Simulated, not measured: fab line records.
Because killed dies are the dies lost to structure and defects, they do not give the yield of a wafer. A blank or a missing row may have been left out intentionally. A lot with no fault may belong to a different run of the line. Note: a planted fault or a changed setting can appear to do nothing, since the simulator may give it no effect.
A single fault, viewed from 2 desks -- flow sky130 -- only its own numbers are on each desk; what lay behind them is given at the end

== AT THE METROLOGY DESK ==
What the gauges read, lot by lot, whatever tool the lot ran on: means of the sampled wafers that have a number. If a lot's mean is further than 4 standard deviations from the usual mean, the lot is out of limits and carries the mark OUT (the distance appears in the brackets).
Columns: A = cd nm at SKY_VIA3_CD_MEAS_12, usual 200.0 nm
lot,first seen here,A
L806,day 40 05:50,202.4
L807,day 40 15:47,198.5
L811,day 41 12:00,200.1
L819,day 43 23:20,201.1
L820,day 44 10:41,198.4
L821,day 44 19:14,199.9
L825,day 45 08:23,200.1
L827,day 45 10:16,200.2
L828,day 46 03:06,201.9
This desk's finding: nothing out of limits on any of the 9 lots.

== DESK OF THE TOOL OWNER: pvd sputter-04 ==
The tool's own readings at SKY_METAL3_SPUTTER_02 (material AlCu, target thk 735 nm, time 39.1 s): means of the sampled wafers that have a number, for each lot that ran on this tool. If a lot's mean is further than 4 standard deviations from the usual mean, the lot is out of limits and carries the mark OUT (the distance appears in the brackets).
Columns: A = cathode dc power W at SKY_METAL3_SPUTTER_02, usual 10600 W; B = throttle valve pct at SKY_METAL3_SPUTTER_02, usual 30.2 %
lot,first seen here,A,B
L806,day 36 23:57,10598,28.9
L807,day 37 11:59,10599,30.1
L811,day 38 08:14,10600,30.6
L812,day 38 21:11,10600,30.2
L813,day 39 07:49,10599,29.1
L828,day 43 05:52,10599,30.4
This desk's finding: nothing out of limits on any of the 6 lots.

== BROUGHT TOGETHER ==
The metrology desk saw nothing out of limits.
The tool owner's desk saw nothing out of limits.

== WHAT THE SIMULATOR PUT IN ==
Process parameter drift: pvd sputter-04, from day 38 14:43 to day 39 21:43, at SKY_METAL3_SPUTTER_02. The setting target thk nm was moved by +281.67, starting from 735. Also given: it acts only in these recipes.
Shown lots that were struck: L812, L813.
